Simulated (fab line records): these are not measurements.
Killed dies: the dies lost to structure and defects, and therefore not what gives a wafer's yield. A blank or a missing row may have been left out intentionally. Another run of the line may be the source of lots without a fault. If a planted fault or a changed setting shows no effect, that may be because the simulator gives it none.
Split-lot study || flow gf180mcu || 23 wafers read from 5 lots, route of 602 steps

## SPLIT DETAILS
At GF_M1_SPUTTER_04 (material TiN, target thk 50 nm, time 41.7 s), the setting time s was moved away from the recipe's 41.7 s on 11 of the 23 wafers read, by -12.0% to +12.4%. For the rest of the wafers, this setting stayed at what the recipe calls for.

Reading taken at the split's own step.

## THE READING
TiN_of_M1_SPUTTER_04.thk nm (the simulator's own value, which no gauge read), in nm, at GF_M1_SPUTTER_04 (material TiN, target thk 50 nm, time 41.7 s). There is no usual value for it anywhere in the file. Across the 12 wafers here that went through the recipe, the average is 50.12 nm and the standard deviation 0.59 nm.

{"wafer": "L074.1", "tool, chamber at the split": "pvd sputter-04, -", "time s as run, s": 41.7, "against the recipe": "recipe", "TiN_of_M1_SPUTTER_04.thk nm, nm": 51.11, "against lot-mates on the recipe": "-"}
{"wafer": "L074.2", "tool, chamber at the split": "pvd sputter-04, -", "time s as run, s": 41.7, "against the recipe": "recipe", "TiN_of_M1_SPUTTER_04.thk nm, nm": 50.8, "against lot-mates on the recipe": "-"}
{"wafer": "L074.6", "tool, chamber at the split": "pvd sputter-04, -", "time s as run, s": 41.7, "against the recipe": "recipe", "TiN_of_M1_SPUTTER_04.thk nm, nm": 51.05, "against lot-mates on the recipe": "-"}
{"wafer": "L078.1", "tool, chamber at the split": "pvd sputter-03, -", "time s as run, s": 41.7, "against the recipe": "recipe", "TiN_of_M1_SPUTTER_04.thk nm, nm": 49.89, "against lot-mates on the recipe": "-"}
{"wafer": "L078.2", "tool, chamber at the split": "pvd sputter-03, -", "time s as run, s": 39.81, "against the recipe": "-4.5%", "TiN_of_M1_SPUTTER_04.thk nm, nm": 48.08, "against lot-mates on the recipe": -1.97}
{"wafer": "L078.4", "tool, chamber at the split": "pvd sputter-03, -", "time s as run, s": 41.7, "against the recipe": "recipe", "TiN_of_M1_SPUTTER_04.thk nm, nm": 50.16, "against lot-mates on the recipe": "-"}
{"wafer": "L078.5", "tool, chamber at the split": "pvd sputter-03, -", "time s as run, s": 39.81, "against the recipe": "-4.5%", "TiN_of_M1_SPUTTER_04.thk nm, nm": 47.32, "against lot-mates on the recipe": -2.73}
{"wafer": "L078.6", "tool, chamber at the split": "pvd sputter-03, -", "time s as run, s": 41.7, "against the recipe": "recipe", "TiN_of_M1_SPUTTER_04.thk nm, nm": 50.1, "against lot-mates on the recipe": "-"}
{"wafer": "L080.2", "tool, chamber at the split": "pvd sputter-01, -", "time s as run, s": 37.66, "against the recipe": "-9.7%", "TiN_of_M1_SPUTTER_04.thk nm, nm": 45.22, "against lot-mates on the recipe": -4.30}
{"wafer": "L080.3", "tool, chamber at the split": "pvd sputter-01, -", "time s as run, s": 41.7, "against the recipe": "recipe", "TiN_of_M1_SPUTTER_04.thk nm, nm": 49.7, "against lot-mates on the recipe": "-"}
{"wafer": "L080.4", "tool, chamber at the split": "pvd sputter-01, -", "time s as run, s": 37.66, "against the recipe": "-9.7%", "TiN_of_M1_SPUTTER_04.thk nm, nm": 44.28, "against lot-mates on the recipe": -5.24}
{"wafer": "L080.5", "tool, chamber at the split": "pvd sputter-01, -", "time s as run, s": 37.66, "against the recipe": "-9.7%", "TiN_of_M1_SPUTTER_04.thk nm, nm": 44.87, "against lot-mates on the recipe": -4.65}
{"wafer": "L080.6", "tool, chamber at the split": "pvd sputter-01, -", "time s as run, s": 41.7, "against the recipe": "recipe", "TiN_of_M1_SPUTTER_04.thk nm, nm": 49.34, "against lot-mates on the recipe": "-"}
{"wafer": "L081.1", "tool, chamber at the split": "pvd sputter-03, -", "time s as run, s": 41.7, "against the recipe": "recipe", "TiN_of_M1_SPUTTER_04.thk nm, nm": 50.16, "against lot-mates on the recipe": "-"}
{"wafer": "L081.3", "tool, chamber at the split": "pvd sputter-03, -", "time s as run, s": 46.89, "against the recipe": "+12.4%", "TiN_of_M1_SPUTTER_04.thk nm, nm": 55.89, "against lot-mates on the recipe": "+5.65"}
{"wafer": "L081.4", "tool, chamber at the split": "pvd sputter-03, -", "time s as run, s": 41.7, "against the recipe": "recipe", "TiN_of_M1_SPUTTER_04.thk nm, nm": 50.33, "against lot-mates on the recipe": "-"}
{"wafer": "L081.5", "tool, chamber at the split": "pvd sputter-03, -", "time s as run, s": 46.89, "against the recipe": "+12.4%", "TiN_of_M1_SPUTTER_04.thk nm, nm": 56.42, "against lot-mates on the recipe": "+6.18"}
{"wafer": "L081.6", "tool, chamber at the split": "pvd sputter-03, -", "time s as run, s": 46.89, "against the recipe": "+12.4%", "TiN_of_M1_SPUTTER_04.thk nm, nm": 55.78, "against lot-mates on the recipe": "+5.54"}
{"wafer": "L085.1", "tool, chamber at the split": "pvd sputter-01, -", "time s as run, s": 36.68, "against the recipe": "-12.0%", "TiN_of_M1_SPUTTER_04.thk nm, nm": 44.32, "against lot-mates on the recipe": -5.10}
{"wafer": "L085.2", "tool, chamber at the split": "pvd sputter-01, -", "time s as run, s": 41.7, "against the recipe": "recipe", "TiN_of_M1_SPUTTER_04.thk nm, nm": 49.58, "against lot-mates on the recipe": "-"}
{"wafer": "L085.3", "tool, chamber at the split": "pvd sputter-01, -", "time s as run, s": 36.68, "against the recipe": "-12.0%", "TiN_of_M1_SPUTTER_04.thk nm, nm": 43.73, "against lot-mates on the recipe": -5.69}
{"wafer": "L085.4", "tool, chamber at the split": "pvd sputter-01, -", "time s as run, s": 41.7, "against the recipe": "recipe", "TiN_of_M1_SPUTTER_04.thk nm, nm": 49.26, "against lot-mates on the recipe": "-"}
{"wafer": "L085.6", "tool, chamber at the split": "pvd sputter-01, -", "time s as run, s": 36.68, "against the recipe": "-12.0%", "TiN_of_M1_SPUTTER_04.thk nm, nm": 43.28, "against lot-mates on the recipe": -6.14}

THE FIT
A straight line over all 23 wafers: TiN_of_M1_SPUTTER_04.thk nm changes by +0.508 nm for each +1% of time s; r = +0.99; the points scatter about the line by 0.55 nm.
The same after taking each lot's own level away (the mean of its wafers on the recipe; 23 wafers): +0.472 nm for each +1%; r = +1.00; scatter 0.3 nm.
According to that fit, moving time s by its largest amount changes the reading by 5.9 nm.
The lots' own levels span 49.420 to 50.987 nm, that is 2.6 times the standard deviation above.
The two slopes agree, so the slope changes little with the lot-to-lot level.
Check: with one of the wafers moved furthest among these (+12.4%) left out of the fit, the line predicts +5.88 nm for it against its lot-mates. Against them it came out at +5.65 nm.

## FURTHER SPLITS ON THESE WAFERS
Before the reading, these wafers also passed through other splits. Each is held against what the fit with the lots' levels taken away leaves over:
{"other split on the same wafers": "GF_CONTACT_DEVELOP_13 dev temp c", "wafers away from the commonest value": 7, "r with TiN_of_M1_SPUTTER_04.thk nm (lot level and that fit taken away)": -0.30}

## FILE'S OWN FIT
TiN_of_M1_SPUTTER_04.thk nm changes by +0.474 nm for each +1% of time s, r = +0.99.
